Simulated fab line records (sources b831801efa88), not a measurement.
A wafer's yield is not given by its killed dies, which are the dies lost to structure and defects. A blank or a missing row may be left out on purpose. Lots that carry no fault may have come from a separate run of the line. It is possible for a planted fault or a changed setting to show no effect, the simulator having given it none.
Which tool was responsible? ; flow sky130 ; 15 lots with 45 wafers sampled at 5 steps, on a route of 708 steps

WHAT THE GAUGES READ, wafer by wafer
The record holds no reading of a measuring or inspecting step that can be judged against a usual standard deviation.

TOOL THAT RAN EACH LOT (tool first, then ch and the chambers of the sampled wafers, then the start)
lot;SKY_METAL4_SPUTTER_00;SKY_METAL4_METAL_ETCH_18;SKY_METAL4_STRIP_19;SKY_VIA4_STRIP_13;SKY_METAL5_SPUTTER_02
L732;pvd sputter-02, day 39 10:12;rie metal-04 ch 0,1, day 41 12:20;plasma asher-02 ch 0,1, day 41 12:30;plasma asher-01 ch 0, day 42 13:38;pvd sputter-03, day 42 15:02
L735;pvd sputter-02, day 40 18:49;rie metal-03 ch 0,1, day 42 20:25;plasma asher-04 ch 0,1, day 42 20:35;plasma asher-01 ch 0,1, day 43 20:23;pvd sputter-01, day 43 22:12
L736;pvd sputter-01, day 40 23:37;rie metal-02 ch 1, day 42 23:25;plasma asher-04 ch 0,1, day 42 23:46;plasma asher-01 ch 0,1, day 43 23:52;pvd sputter-03, day 44 01:11
L737;pvd sputter-01, day 41 03:39;rie metal-04 ch 0,1, day 43 03:07;plasma asher-04 ch 0,1, day 43 03:17;plasma asher-02 ch 0,1, day 44 02:46;pvd sputter-04, day 44 04:25
L738;pvd sputter-02, day 41 05:04;rie metal-02 ch 0,1, day 43 05:06;plasma asher-02 ch 0,1, day 43 05:16;plasma asher-04 ch 0, day 44 04:29;pvd sputter-01, day 44 06:15
L740;pvd sputter-01, day 42 07:25;rie metal-02 ch 0,1, day 44 06:39;plasma asher-02 ch 0,1, day 44 06:49;plasma asher-01 ch 0,1, day 45 05:56;pvd sputter-03, day 45 07:58
L741;pvd sputter-03, day 42 08:49;rie metal-04 ch 0,1, day 44 07:39;plasma asher-04 ch 0,1, day 44 07:53;-;-
L742;pvd sputter-02, day 42 19:14;rie metal-04 ch 0,1, day 44 17:38;plasma asher-02 ch 0,1, day 44 17:48;-;-
L743;pvd sputter-01, day 42 23:49;rie metal-02 ch 0,1, day 44 21:44;plasma asher-03 ch 0,1, day 44 21:54;-;-
L744;pvd sputter-03, day 43 07:38;rie metal-03 ch 0,1, day 45 05:13;plasma asher-03 ch 0,1, day 45 05:22;plasma asher-01 ch 0,1, day 46 03:35;pvd sputter-01, day 46 04:58
L747;pvd sputter-02, day 43 22:19;rie metal-04 ch 0,1, day 45 19:39;plasma asher-04 ch 0,1, day 45 19:49;plasma asher-04 ch 0,1, day 46 17:19;pvd sputter-03, day 46 18:41
L750;pvd sputter-02, day 44 18:22;rie metal-02 ch 0,1, day 46 13:18;plasma asher-02 ch 0,1, day 46 13:28;plasma asher-01 ch 0,1, day 47 10:25;pvd sputter-04, day 47 11:59
L751;pvd sputter-01, day 44 23:18;rie metal-02 ch 0,1, day 46 18:52;plasma asher-02 ch 0,1, day 46 19:02;plasma asher-04 ch 0,1, day 47 16:03;pvd sputter-04, day 47 17:32
L753;pvd sputter-02, day 45 12:07;rie metal-02 ch 0,1, day 47 06:38;plasma asher-04 ch 0,1, day 47 06:47;plasma asher-04 ch 0,1, day 48 03:22;pvd sputter-03, day 48 04:53
L755;pvd sputter-02, day 45 20:26;rie metal-03 ch 0,1, day 47 14:03;plasma asher-03 ch 0, day 47 14:13;plasma asher-02 ch 0,1, day 48 11:02;pvd sputter-04, day 48 12:22
- SKY_METAL4_SPUTTER_00: material Ti, target thk 15 nm, time 10 s.
- SKY_METAL4_METAL_ETCH_18: etches the open film in Cl2/BCl3, stops on SiO2, target depth 845 nm, time 183.1 s.
- SKY_METAL4_STRIP_19: strips in O2/N2.
- SKY_VIA4_STRIP_13: strips in O2/N2.
- SKY_METAL5_SPUTTER_02: material AlCu, target thk 1150 nm, time 61.2 s.

AS READ BY THE TOOLS THEMSELVES (means over the sampled wafers that have a number; for cases with no such wafer, the mark the record gives instead)
SKY_METAL4_SPUTTER_00.
lot;tool;throttle valve pct (%)
L732;pvd sputter-02;30.0
L735;pvd sputter-02;30.4
L736;pvd sputter-01;29.8
L737;pvd sputter-01;28.8
L738;pvd sputter-02;29.4
L740;pvd sputter-01;29.8
L741;pvd sputter-03;30.3
L742;pvd sputter-02;29.9
L743;pvd sputter-01;29.7
L744;pvd sputter-03;30.2
L747;pvd sputter-02;29.7
L750;pvd sputter-02;30.0
L751;pvd sputter-01;29.9
L753;pvd sputter-02;28.2
L755;pvd sputter-02;30.7

SKY_METAL4_METAL_ETCH_18.
lot;tool;bcl3 flow sccm (sccm);bias w (W);chamber pressure mTorr (mTorr);drypump motor current A (A);oes product au (a.u.);throttle valve pct (%)
L732;rie metal-04;30.08;48.47;10.005;5.5;0.866;22.262
L735;rie metal-03;30.03;48.65;10.004;5.5;0.879;22.261
L736;rie metal-02;29.92;48.68;9.996;6.5;0.870;22.272
L737;rie metal-04;30.01;48.47;9.999;5.5;0.862;22.263
L738;rie metal-02;29.95;48.46;9.991;6.4;0.869;22.260
L740;rie metal-02;29.97;48.57;10.000;6.3;0.867;22.257
L741;rie metal-04;-;-;-;-;-;-
L742;rie metal-04;-;-;-;-;-;-
L743;rie metal-02;-;-;-;-;-;-
L744;rie metal-03;29.93;48.36;9.993;5.3;0.863;22.255
L747;rie metal-04;29.93;48.46;9.994;5.7;0.866;22.261
L750;rie metal-02;30.07;48.29;9.996;6.4;0.869;22.260
L751;rie metal-02;30.06;48.52;10.002;6.4;0.868;22.258
L753;rie metal-02;29.94;48.66;10.000;6.3;0.859;22.274
L755;rie metal-03;29.97;48.70;10.002;5.3;0.864;22.259

SKY_METAL4_STRIP_19.
lot;tool;chamber pressure mTorr (mTorr);drypump motor current A (A);oes product au (a.u.);strip time to endpoint s (s)
L732;plasma asher-02;1500.8;5.6;0.502;6.53
L735;plasma asher-04;1500.0;5.8;0.498;6.49
L736;plasma asher-04;1498.8;5.9;0.499;6.54
L737;plasma asher-04;1501.0;6.1;0.504;6.56
L738;plasma asher-02;1500.2;5.6;0.503;6.46
L740;plasma asher-02;1500.6;5.5;0.500;6.48
L741;plasma asher-04;1499.0;5.8;0.710;11.78
L742;plasma asher-02;1499.8;5.9;0.710;11.87
L743;plasma asher-03;1499.6;5.4;0.710;11.86
L744;plasma asher-03;1499.1;5.6;0.496;6.44
L747;plasma asher-04;1500.3;5.8;0.503;6.57
L750;plasma asher-02;1499.9;5.9;0.499;6.50
L751;plasma asher-02;1501.0;5.9;0.502;6.51
L753;plasma asher-04;1500.5;5.9;0.500;6.44
L755;plasma asher-03;1498.7;5.7;0.502;6.40

SKY_VIA4_STRIP_13.
lot;tool;chamber pressure mTorr (mTorr);drypump motor current A (A);oes product au (a.u.);strip time to endpoint s (s)
L732;plasma asher-01;1499.7;5.3;0.709;12.80
L735;plasma asher-01;1499.9;5.5;0.711;12.79
L736;plasma asher-01;1500.1;5.4;0.710;12.76
L737;plasma asher-02;1500.7;5.6;0.713;12.78
L738;plasma asher-04;1500.6;5.6;0.706;12.78
L740;plasma asher-01;1499.7;5.4;0.710;12.80
L744;plasma asher-01;1499.0;5.4;0.709;12.80
L747;plasma asher-04;1500.2;5.8;0.712;12.80
L750;plasma asher-01;1499.9;5.4;0.710;12.80
L751;plasma asher-04;1501.5;6.1;0.712;12.86
L753;plasma asher-04;1500.7;6.1;0.710;12.80
L755;plasma asher-02;1501.3;5.6;0.712;12.85

SKY_METAL5_SPUTTER_02.
lot;tool;throttle valve pct (%)
L732;pvd sputter-03;30.4
L735;pvd sputter-01;30.3
L736;pvd sputter-03;30.4
L737;pvd sputter-04;29.9
L738;pvd sputter-01;30.4
L740;pvd sputter-03;30.1
L744;pvd sputter-01;31.1
L747;pvd sputter-03;30.7
L750;pvd sputter-04;30.3
L751;pvd sputter-04;30.0
L753;pvd sputter-03;30.4
L755;pvd sputter-04;30.2

THE ANSWER, worked out from the rows above alone
Rule: the usual values come from the lots themselves. Put in order of their means at a reading, lots are off if they are a third of the lots or fewer, leave a main group of 4 or more, and stand apart from it by a gap of 3 or more times the standard deviation of the main group's means; of several such gaps the widest counts. If all means in a main group match to the digits the tables above print for the reading, that group is not used. A lot without any number at a reading at which 4 lots or more have one is off too. Any other lot the step has rows for is counted as sound. The gauges are gone through in route order, then the tools' own readings, and for those a lot's mean is taken as printed above. The first step at which some lot is off is used, and at that step the reading that is off furthest; a lot without a number counts as furthest.
Off: L741, L742, L743 (SKY_METAL4_METAL_ETCH_18, bcl3 flow sccm). Without a number there: L741, L742, L743. The main group: mean 29.99 sccm, standard deviation 0.057.
A tool fits if, at that step or a process step before it, it ran every lot that is off, and no sound lot after the first of them. Not one of the candidates tried fits.

WHAT WAS PUT IN BY THE SIMULATOR
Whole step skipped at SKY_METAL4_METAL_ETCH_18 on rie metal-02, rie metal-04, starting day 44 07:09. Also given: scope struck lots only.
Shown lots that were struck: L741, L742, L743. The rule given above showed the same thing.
